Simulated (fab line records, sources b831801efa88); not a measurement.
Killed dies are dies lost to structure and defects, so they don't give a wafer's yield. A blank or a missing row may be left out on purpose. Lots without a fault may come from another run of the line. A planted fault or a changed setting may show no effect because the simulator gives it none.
fab line records | flow sky130
record lots=7 wafers=21 last_day=50
route steps=708 shown METAL3@532 CAPM@537 PAD_OPEN@708
lots that met no fault: from a run of the same line without faults
start_h: hours from the record's first day to the start of the lot's first wafer shown | wait_h: hours since the lot's step before | " the same as in the row above | L1.1+2: a row that stands for several wafers | - no value, or no start given | * or withheld: withheld | < > ~ a bound
route shown NAME@n: a module of which the file shows steps, and the number in the route of the first | usual: mean/standard deviation of fault-free wafers | same: alike in all rows | chamber/n: place in a boat | sites: the reading at each site | _std_site: their standard deviation | _edge_site: outer sites' mean less inner sites' | radius_mm: how far each site lies from the wafer's centre | mask NAME#n: copy n | behind: the tool/chamber that last shaped the wafer | hold: why the lot was held/for how many hours/how that ended | device: the transistor (n, p or np) that didn't switch | end of line: the same wafers' tests at the end of the route | a step without rows: its recipe alone | killed: dies lost to structure and defects at the first sort, not the wafer's yield | map: a wafer's dies, x killed, . not, _ none there
set.NAME: the setting as run; set.NAME@STEP: as run at that earlier step | model.NAME: the simulator's own value behind a step, which no gauge read
lots at some steps of the route; a table a step, a row a wafer
services: from which hour (start_h, from the record's first day; less than 0 if before it) a tool's chamber was out of use, for how many hours, and why
## steps
# step SKY_METAL3_SPUTTER_00
# recipe material=Ti target_thk_nm=15 power_w=3000 time_s=9.789 chamber_pressure_pa=0.4
# usual throttle_valve_pct=30.6/0.61
# same time_s=9.789
# columns lot.wafer tool chamber start_h wait_h throttle_valve_pct
L386.1 pvd_sputter-02 - 860.01 0.2 28.8
L386.2 " - " " 30.4
L386.3 " - " " 30.8
L390.1 pvd_sputter-03 - 891.37 0.2 30.7
L390.2 " - " " 30.3
L390.5 " - " " 30.7
L395.1 pvd_sputter-04 - 927.99 0.2 31.6
L395.4 " - " " 31.1
L395.5 " - " " 30.2
L396.2 pvd_sputter-03 - 931.68 0.2 30.9
L396.4 " - " " 30.3
L396.6 " - " " 30.4
L397.2 pvd_sputter-04 - 939.65 0.1 30.3
L397.4 " - " " 30.5
L397.5 " - " " 30.2
L398.2 pvd_sputter-03 - 948.68 0.2 30.8
L398.3 " - " " 30.6
L398.5 " - " " 30.5
L405.1 pvd_sputter-02 - 998.07 0.1 30.9
L405.4 " - " " 30.8
L405.6 " - " " 29.1
# step SKY_METAL3_SPUTTER_01
# recipe material=TiN target_thk_nm=20 power_w=6500 time_s=16.7 chamber_pressure_pa=0.4
# usual throttle_valve_pct=30.6/0.62
# same time_s=16.7
# columns lot.wafer tool chamber start_h wait_h throttle_valve_pct
L386.1 pvd_sputter-02 - 860.03 0.0 29.1
L386.2 " - " " 30.3
L386.3 " - " " 31.0
L390.1 pvd_sputter-03 - 891.39 0.0 30.6
L390.2 " - " " 30.4
L390.5 " - " " 30.6
L395.1 pvd_sputter-04 - 928.01 0.0 31.8
L395.4 " - " " 31.2
L395.5 " - " " 30.0
L396.2 pvd_sputter-03 - 931.70 0.0 30.8
L396.4 " - " " 30.4
L396.6 " - " " 30.6
L397.2 pvd_sputter-04 - 939.67 0.0 30.4
L397.4 " - " " 30.3
L397.5 " - " " 30.2
L398.2 pvd_sputter-03 - 948.71 0.0 30.6
L398.3 " - " " 31.0
L398.5 " - " " 30.6
L405.1 pvd_sputter-02 - 998.09 0.0 31.2
L405.4 " - " " 30.7
L405.6 " - " " 28.9
# step SKY_METAL3_SPUTTER_02
# recipe material=AlCu target_thk_nm=735 power_w=10600 time_s=39.1 chamber_pressure_pa=0.4
# step SKY_METAL3_SPUTTER_03
# recipe material=Ti target_thk_nm=5 power_w=3000 time_s=3.3 chamber_pressure_pa=0.4
# usual throttle_valve_pct=30.6/0.63
# same time_s=3.3
# columns lot.wafer tool chamber start_h wait_h throttle_valve_pct
L386.1 pvd_sputter-02 - 860.10 0.0 28.8
L386.2 " - " " 30.3
L386.3 " - " " 30.9
L390.1 pvd_sputter-03 - 891.45 0.0 30.6
L390.2 " - " " 30.4
L390.5 " - " " 30.7
L395.1 pvd_sputter-04 - 928.07 0.0 31.7
L395.4 " - " " 31.3
L395.5 " - " " 30.4
L396.2 pvd_sputter-03 - 931.77 0.0 30.9
L396.4 " - " " 30.5
L396.6 " - " " 30.4
L397.2 pvd_sputter-04 - 939.74 0.0 30.5
L397.4 " - " " 30.4
L397.5 " - " " 30.2
L398.2 pvd_sputter-03 - 948.77 0.0 30.9
L398.3 " - " " 30.9
L398.5 " - " " 30.8
L405.1 pvd_sputter-02 - 998.16 0.0 31.2
L405.4 " - " " 30.6
L405.6 " - " " 29.0
# step SKY_METAL3_SPUTTER_04
# recipe material=TiN target_thk_nm=70 power_w=6500 time_s=58.3 chamber_pressure_pa=0.4
# usual throttle_valve_pct=30.6/0.61
# same time_s=58.3
# columns lot.wafer tool chamber start_h wait_h throttle_valve_pct
L386.1 pvd_sputter-02 - 860.11 0.0 28.7
L386.2 " - " " 30.3
L386.3 " - " " 31.3
L390.1 pvd_sputter-03 - 891.47 0.0 30.6
L390.2 " - " " 30.4
L390.5 " - " " 30.7
L395.1 pvd_sputter-04 - 928.09 0.0 31.5
L395.4 " - " " 31.0
L395.5 " - " " 30.4
L396.2 pvd_sputter-03 - 931.79 0.0 30.6
L396.4 " - " " 30.4
L396.6 " - " " 30.3
L397.2 pvd_sputter-04 - 939.76 0.0 30.1
L397.4 " - " " 30.2
L397.5 " - " " 30.4
L398.2 pvd_sputter-03 - 948.79 0.0 30.6
L398.3 " - " " 30.9
L398.5 " - " " 30.7
L405.1 pvd_sputter-02 - 998.18 0.0 30.8
L405.4 " - " " 30.4
L405.6 " - " " 28.9
# step SKY_CAPM_CVD_00
# recipe material=SiO2 target_thk_nm=15.5 temp_c=400 time_s=withheld rf_w=450
# step SKY_CAPM_THK_MEAS_01
# recipe reads=SiO2_of_CAPM_CVD_00
# usual CAPM_CVD_00_THK=15.44/0.25
# columns lot.wafer tool chamber start_h wait_h CAPM_CVD_00_THK[nm]
L386.1 film_metro-04 - 860.19 - 15.09
L386.2 " - " " 15.10
L386.3 " - " " 15.47
L390.1 film_metro-02 - 891.54 - 15.20
L390.2 " - " " 15.19
L390.5 " - " " 15.56
L395.1 film_metro-01 - 928.16 - 15.65
L395.4 " - " " 15.81
L395.5 " - " " 15.66
L396.2 film_metro-02 - 931.87 - 15.19
L396.4 " - " " 15.33
L396.6 " - " " 15.67
L397.2 film_metro-04 - 939.84 - 15.16
L397.4 " - " " 15.50
L397.5 " - " " 15.46
L398.2 film_metro-04 - 948.87 - 15.17
L398.3 " - " " 15.10
L398.5 " - " " 15.58
L405.1 film_metro-02 - 998.25 - 15.10
L405.4 " - " " 15.44
L405.6 " - " " 15.72
# step SKY_CAPM_SPUTTER_02
# recipe material=TiN target_thk_nm=200 temp_c=300 power_w=6500 time_s=166.7 chamber_pressure_pa=0.4
# usual throttle_valve_pct=30.0/1.1
# same time_s=166.7
# columns lot.wafer tool chamber start_h wait_h throttle_valve_pct
L386.1 pvd_sputter-04 - 860.25 0.1 30.1
L386.2 " - " " 30.4
L386.3 " - " " 31.6
L390.1 pvd_sputter-01 - 891.60 0.1 28.8
L390.2 " - " " 29.2
L390.5 " - " " 28.8
L395.1 pvd_sputter-02 - 928.22 0.1 30.6
L395.4 " - " " 30.6
L395.5 " - " " 30.5
L396.2 pvd_sputter-02 - 931.92 0.0 30.5
L396.4 " - " " 31.2
L396.6 " - " " 30.5
L397.2 pvd_sputter-02 - 939.89 0.0 30.7
L397.4 " - " " 31.1
L397.5 " - " " 30.5
L398.2 pvd_sputter-01 - 948.92 0.0 28.5
L398.3 " - " " 28.0
L398.5 " - " " 28.1
L405.1 pvd_sputter-04 - 998.31 0.1 31.3
L405.4 " - " " 30.5
L405.6 " - " " 30.4
# step SKY_CAPM_RS_MEAS_03
# recipe thk_meas_gauge=four-point-probe reads=TiN_of_CAPM_SPUTTER_02
# usual CAPM_TIN_RS=6.94/0.071
# columns lot.wafer tool chamber start_h wait_h CAPM_TIN_RS[ohm/sq]
L386.1 film_metro-02 - 860.35 0.1 6.91
L386.2 " - " " 6.87
L386.3 " - " " 6.90
L390.1 film_metro-02 - 891.71 0.1 6.90
L390.2 " - " " 7.01
L390.5 " - " " 6.94
L395.1 film_metro-02 - 928.33 0.1 7.05
L395.4 " - " " 7.08
L395.5 " - " " 6.99
L396.2 film_metro-04 - 932.05 0.1 7.03
L396.4 " - " " 6.97
L396.6 " - " " 7.02
L397.2 film_metro-01 - 940.02 0.1 7.07
L397.4 " - " " 6.96
L397.5 " - " " 7.04
L398.2 film_metro-04 - 949.05 0.1 6.87
L398.3 " - " " 6.81
L398.5 " - " " 6.86
L405.1 film_metro-01 - 998.42 0.1 6.89
L405.4 " - " " 6.90
L405.6 " - " " 6.90
# step SKY_CAPM_THK_MEAS_04
# recipe thk_meas_gauge=xrf reads=TiN_of_CAPM_SPUTTER_02
# usual CAPM_TIN_THK=197.3/2.2
# columns lot.wafer tool chamber start_h wait_h CAPM_TIN_THK[nm]
L386.1 film_metro-02 - 860.47 0.1 198.1
L386.2 " - " " 200.6
L386.3 " - " " 199.6
L390.1 film_metro-02 - 891.83 0.1 199.4
L390.2 " - " " 195.1
L390.5 " - " " 197.3
L395.1 film_metro-02 - 928.45 0.1 196.0
L395.4 " - " " 194.4
L395.5 " - " " 196.8
L396.2 film_metro-04 - 932.16 0.1 193.5
L396.4 " - " " 194.0
L396.6 " - " " 192.9
L397.2 film_metro-01 - 940.13 0.1 193.8
L397.4 " - " " 195.9
L397.5 " - " " 194.4
L398.2 film_metro-04 - 949.16 0.1 198.9
L398.3 " - " " 201.0
L398.5 " - " " 200.3
L405.1 film_metro-01 - 998.54 0.1 198.1
L405.4 " - " " 197.7
L405.6 " - " " 198.0
# step SKY_CAPM_DEHYDRATE_05
# recipe temp_c=200 time_s=60
# step SKY_CAPM_HMDS_06
# recipe prime_time_s=60 prime_temp_c=120
# step SKY_CAPM_COAT_07
# recipe resist=NOVOLAK spin_rpm=3000 resist_thk_nm=1140
# usual resist_line_temp_C=23.00/0.089 spin_speed_rpm=3000.5/2.2
# columns lot.wafer tool chamber start_h wait_h resist_line_temp_C spin_speed_rpm model.NOVOLAK_of_CAPM_COAT_07.thk_nm
L386.1 litho_track-01 0 873.21 0.1 22.93 3000.8 1138
L386.2 " 0 " " 23.04 3002.8 1140
L386.3 " 0 " " 23.00 2997.8 1137
L390.1 litho_track-01 0 904.66 0.1 22.91 2998.1 1143
L390.2 " 0 " " 22.94 3001.9 1143
L390.5 " 0 " " 22.96 3003.2 1142
L395.1 litho_track-01 0 940.46 0.1 23.05 2912.4 1161
L395.4 " 0 " " 22.97 2912.5 1159
L395.5 " 0 " " 23.23 2912.1 1164
L396.2 litho_track-01 0 943.33 0.1 22.93 2914.1 1159
L396.4 " 0 " " 23.01 2910.8 1160
L396.6 " 0 " " 23.07 2913.7 1157
L397.2 litho_track-01 0 951.18 0.1 22.78 2913.3 1153
L397.4 " 0 " " 22.99 2915.0 1152
L397.5 " 0 " " 23.01 2909.4 1158
L398.2 litho_track-04 0 960.70 0.1 23.05 3002.1 1146
L398.3 " 0 " " 23.04 3000.6 1144
L398.5 " 0 " " 23.21 3004.2 1144
L405.1 litho_track-03 0 1009.23 0.1 22.99 3004.3 1143
L405.4 " 0 " " 22.93 3003.5 1140
L405.6 " 0 " " 23.05 2998.8 1144
# step SKY_CAPM_SOFTBAKE_08
# recipe temp_c=90 time_s=60 resist=NOVOLAK
# step SKY_CAPM_EXPOSE_09
# recipe mask_id=CAPM na=0.6 source_shape=conventional sigma_outer=0.6 polarization=unpolarized target_cd_nm=1000 dose_mj=159
# step SKY_CAPM_PEB_10
# recipe temp_c=withheld time_s=* resist=NOVOLAK
# step SKY_CAPM_DEVELOP_11
# recipe resist=NOVOLAK developer=TMAH develop_time_s=60 dev_temp_c=23
# step SKY_CAPM_OVL_MEAS_12
# usual CAPM_OVL=1.0/1.4
# columns lot.wafer tool chamber start_h wait_h CAPM_OVL[nm]
L386.1 overlay-02 - 886.78 0.1 1.0
L386.2 " - " " -0.7
L386.3 " - " " -2.1
L390.1 overlay-02 - 917.21 0.1 3.0
L390.2 " - " " 0.9
L390.5 " - " " 0.4
L395.1 overlay-02 - 952.28 0.1 2.7
L395.4 " - " " 2.5
L395.5 " - " " 2.2
L396.2 overlay-01 - 955.99 0.1 1.6
L396.4 " - " " 1.8
L396.6 " - " " 2.1
L397.2 overlay-01 - 963.79 0.1 1.4
L397.4 " - " " 0.9
L397.5 " - " " -0.5
L398.2 overlay-01 - 973.44 0.1 1.6
L398.3 " - " " 0.7
L398.5 " - " " 1.8
L405.1 overlay-02 - 1021.37 0.1 0.5
L405.4 " - " " 0.9
L405.6 " - " " 1.1
# step SKY_CAPM_METAL_ETCH_13
# recipe target_depth_nm=220 stop_on=SiO2 chemistry=Cl2/BCl3 target=TiN pressure_mtorr=10 icp_w=900 bias_w=48.5 Cl2_flow_sccm=60 bcl3_flow_sccm=30 time_s=62.9
# usual chamber_pressure_mTorr=10.000/0.0094 drypump_motor_current_A=5.4/0.45 oes_product_au=0.939/0.0069 throttle_valve_pct=21.903/0.01
# same time_s=62.9
# columns lot.wafer tool chamber start_h wait_h chamber_pressure_mTorr drypump_motor_current_A oes_product_au rf_hours_counter_h throttle_valve_pct model.NOVOLAK_of_CAPM_COAT_07.thk_nm
L386.1 rie_metal-04 1 886.82 0.0 9.984 6.3 0.936 3 21.903 988.8
L386.2 " 0 " " 10.014 5.3 0.946 14 21.905 989.2
L386.3 " 0 " " 9.992 5.3 0.940 - 21.912 986.2
L390.1 rie_metal-04 1 917.24 0.0 10.004 6.3 0.941 4 21.887 996
L390.2 " 0 " " 10.002 5.2 0.940 15 21.914 992.5
L390.5 " 1 " " 9.997 6.3 0.937 - 21.906 993.9
L395.1 rie_metal-02 1 952.32 0.0 9.987 4.8 0.929 14 21.911 1012
L395.4 " 1 " " 10.005 4.8 0.925 - 21.915 1010
L395.5 " 1 " " 9.994 4.8 0.937 - 21.910 1016
L396.2 rie_metal-01 0 956.02 0.0 9.985 5.4 0.930 17 21.914 1010
L396.4 " 0 " " 9.991 5.4 0.936 - 21.917 1011
L396.6 " 1 " " 10.004 5.6 0.934 - 21.905 1008
L397.2 rie_metal-04 0 963.82 0.0 9.998 5.2 0.934 17 21.903 1004
L397.4 " 1 " " 10.004 6.3 0.942 - 21.905 1007
L397.5 " 0 " " 9.994 5.2 0.929 - 21.914 1010
L398.2 rie_metal-01 0 973.47 0.0 10.009 5.4 0.939 18 21.893 995.2
L398.3 " 1 " " 10.002 5.6 0.949 - 21.895 992.6
L398.5 " 0 " " 10.011 5.4 0.946 - 21.895 994.6
L405.1 rie_metal-04 1 1021.41 0.0 10.000 6.3 0.939 9 21.902 993.7
L405.4 " 1 " " 10.005 6.4 0.947 - 21.897 990.9
L405.6 " 0 " " 10.003 5.3 0.936 - 21.895 991.1
# step SKY_CAPM_STRIP_14
# recipe chemistry=O2/N2 power_w=1400 pressure_mtorr=1500 platen_temp_c=withheld o2_flow_sccm=3000 n2_flow_sccm=300 overash_fraction=0.5
# usual chamber_pressure_mTorr=1500.0/1.3 drypump_motor_current_A=6.1/0.52 n2_flow_sccm=300.1/0.96 oes_product_au=0.710/0.0042 strip_time_to_endpoint_s=12.66/0.052
# columns lot.wafer tool chamber start_h wait_h chamber_pressure_mTorr drypump_motor_current_A n2_flow_sccm oes_product_au rf_hours_counter_h strip_time_to_endpoint_s
L386.1 plasma_asher-04 0 886.89 0.1 1500.4 6.4 300.0 0.714 43 12.61
L386.2 " 1 " " 1499.3 6.6 299.2 0.712 43 12.61
L386.3 " 0 " " 1499.9 6.4 300.7 0.704 - 12.56
L390.1 plasma_asher-04 1 917.32 0.1 1497.6 6.6 300.6 0.716 46 12.70
L390.2 " 0 " " 1497.8 6.4 299.4 0.714 46 12.65
L390.5 " 1 " " 1500.1 6.6 299.7 0.710 - 12.67
L395.1 plasma_asher-04 1 952.39 0.1 1498.7 6.6 298.6 0.718 50 12.80
L395.4 " 1 " " 1499.5 6.6 299.7 0.718 - 12.76
L395.5 " 1 " " 1496.8 6.6 298.7 0.714 - 12.83
L396.2 plasma_asher-02 1 956.12 0.1 1497.7 5.6 301.4 0.715 117 12.79
L396.4 " 0 " " 1498.7 4.9 301.2 0.717 - 12.78
L396.6 " 0 " " 1500.7 5.0 300.1 0.711 - 12.83
L397.2 plasma_asher-03 1 963.89 0.1 1501.8 6.2 299.9 0.707 84 12.76
L397.4 " 1 " " 1502.1 6.2 300.7 0.705 - 12.82
L397.5 " 0 " " 1499.7 6.1 299.7 0.703 - 12.78
L398.2 plasma_asher-02 0 973.54 0.1 1501.7 5.0 301.9 0.711 119 12.66
L398.3 " 0 " " 1500.1 5.0 301.8 0.708 - 12.64
L398.5 " 1 " " 1501.0 5.6 299.5 0.713 - 12.68
L405.1 plasma_asher-04 0 1021.49 0.1 1499.4 6.4 299.4 0.708 57 12.66
L405.4 " 1 " " 1502.3 6.6 299.6 0.708 - 12.63
L405.6 " 1 " " 1501.9 6.6 300.2 0.706 - 12.62
# step SKY_CAPM_STRIP_15
# recipe chemistry=post_etch_residue_remover time_s=1200 temp_c=72.5
# step SKY_PAD_OPEN_PROBE_99
# usual defect_limited_yield=82.5/1.9 killed_at_M0_to_M3=43/7.2 killed_at_M4_up=3.3/2 killed_at_contacts=25/5.8 killed_at_front_end=15/4.5 killed_at_other=0.3/0.62 killed_dies=86/9.4 killed_open=47/7.1 killed_short=39/6 sort_bin_3_pad_short=0.9/0.4 sort_bin_5_function=10.4/1.4 sort_bin_6_memory=6.2/1.1 sort_bin_8_speed=0.7/1.4 sort_n_pass=402/11 sort_yield_pct=81.7/2.2
# same gross_dies=492 killed_at_back_side=0 sort_bin_4_leakage[%]=0
# columns lot.wafer tool chamber start_h wait_h defect_limited_yield[%] killed_at_M0_to_M3 killed_at_M4_up killed_at_contacts killed_at_front_end killed_at_other killed_dies killed_open killed_short sort_bin_3_pad_short[%] sort_bin_5_function[%] sort_bin_6_memory[%] sort_bin_8_speed[%] sort_n_pass sort_yield_pct[%]
L386.1 prober-01 - 1086.20 0.1 84.1 37 3 20 18 0 78 39 39 0.8 9.3 5.7 0.4 412 83.7
L386.2 prober-01 - 1086.25 0.1 82.5 38 1 22 23 2 86 45 39 1.6 9.8 6.1 0.2 405 82.3
L386.3 prober-01 - 1086.30 0.2 84.8 45 0 19 11 0 75 39 36 1.0 9.6 4.7 2.0 407 82.7
L397.2 prober-02 - 1147.71 0.1 80.9 48 4 32 8 2 94 48 46 0.8 10.2 8.1 1.0 393 79.9
L397.4 prober-02 - 1147.81 0.2 80.3 51 4 28 14 0 97 49 48 1.0 11.4 7.3 0.8 391 79.5
L397.5 prober-02 - 1147.86 0.2 79.3 60 2 28 12 0 102 55 47 0.6 13.8 6.3 1.0 385 78.3
# killed by level:class
L386.1 LI_CONTACT:geometric_particle:open=7 FIELD_ISO:geometric_particle:open=6 VIA2:geometric_particle:open=6 VIA2:geometric_particle:short=6 LOCAL_INTERCONNECT:geometric_particle:short=5 VIA1:geometric_particle:open=5 FIELD_ISO:geometric_particle:short=4 VIA1:geometric_particle:short=4
L386.2 CONTACT:geometric_particle:open=12 VIA1:geometric_particle:open=12 FIELD_ISO:geometric_particle:short=6 METAL1:geometric_particle:short=5 METAL2:geometric_particle:short=5 FIELD_ISO:geometric_particle:open=4 POLY_GATE:geometric_particle:open=3 POLY_GATE:geometric_particle:short=3
L386.3 VIA1:geometric_particle:open=10 VIA2:geometric_particle:open=10 METAL2:geometric_particle:short=9 FIELD_ISO:geometric_particle:short=6 LI_CONTACT:geometric_particle:open=4 CONTACT:geometric_particle:short=4 CONTACT:geometric_particle:open=4 VIA3:geometric_particle:open=4
L397.2 CONTACT:geometric_particle:open=12 VIA1:geometric_particle:open=12 VIA1:geometric_particle:short=10 LI_CONTACT:geometric_particle:open=9 METAL2:geometric_particle:short=9 LI_CONTACT:geometric_particle:short=5 POLY_GATE:geometric_particle:short=4 LOCAL_INTERCONNECT:geometric_particle:short=4
L397.4 VIA1:geometric_particle:open=13 CONTACT:geometric_particle:open=9 LI_CONTACT:geometric_particle:open=8 METAL2:geometric_particle:short=7 VIA2:geometric_particle:short=6 LOCAL_INTERCONNECT:geometric_particle:short=6 VIA2:geometric_particle:open=6 METAL1:geometric_particle:short=5
L397.5 VIA3:geometric_particle:open=11 VIA1:geometric_particle:open=11 METAL2:geometric_particle:short=11 CONTACT:geometric_particle:open=8 VIA2:geometric_particle:open=8 LI_CONTACT:geometric_particle:open=7 METAL1:geometric_particle:short=7 POLY_GATE:geometric_particle:short=6
## services
# columns tool chamber start_h hours kind
litho_track-01 - 840.63 - consumable_replace:filter
plasma_asher-04 - 846.56 14.6 pm
pvd_sputter-02 - 848.31 1.7 repair
rie_metal-04 - 890.87 1.4 pm
pvd_sputter-01 - 897.79 44.3 repair
rie_metal-01 - 907.06 2.8 pm
rie_metal-02 1 921.34 1.1 repair
pvd_sputter-02 2 925.30 - consumable_replace:kit
pvd_sputter-02 2 925.30 18.0 scheduled_down
pvd_sputter-02 2 925.30 18.0 vent_cycle
pvd_sputter-03 3 948.84 - consumable_replace:kit
pvd_sputter-03 3 948.84 18.0 scheduled_down
pvd_sputter-03 3 948.84 18.0 vent_cycle
pvd_sputter-03 - 964.07 7.3 repair
pvd_sputter-04 1 965.16 - consumable_replace:kit
pvd_sputter-04 1 965.16 18.0 scheduled_down
pvd_sputter-04 1 965.16 18.0 vent_cycle
rie_metal-04 1 977.58 15.4 repair
pvd_sputter-02 - 983.16 3.7 repair
plasma_asher-03 - 988.37 4.0 repair
plasma_asher-02 - 989.32 14.6 pm
rie_metal-02 0 1008.87 22.0 repair
pvd_sputter-01 - 1013.82 4.4 repair
pvd_sputter-04 - 1014.18 4.9 repair
## key
first_sign step=SKY_CAPM_COAT_07 reading=spin_speed_rpm direction=down sigmas=39 usual=3000.5 struck=2912.6
effect step=SKY_CAPM_STRIP_14 reading=strip_time_to_endpoint_s direction=up sigmas=2.6 usual=* struck=*
model_effect step=SKY_CAPM_COAT_07 value=NOVOLAK_of_CAPM_COAT_07.thk_nm without=1141 struck=1158
model_effect step=SKY_CAPM_METAL_ETCH_13 value=NOVOLAK_of_CAPM_COAT_07.thk_nm without=992.5 struck=1010
met_at SKY_CAPM_COAT_07
struck_wafers L395.1,L395.4,L395.5,L396.2,L396.4,L396.6,L397.2,L397.4,L397.5
onset_between 904.66 940.46
fault kind=process_parameter_drift tool=litho_track-01 chamber=- onset_h=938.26 steps=SKY_CAPM_COAT_07 channel=spin_rpm offset=-88.709 shape=step end_h=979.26 acts_in=these_recipes_only stated=3000
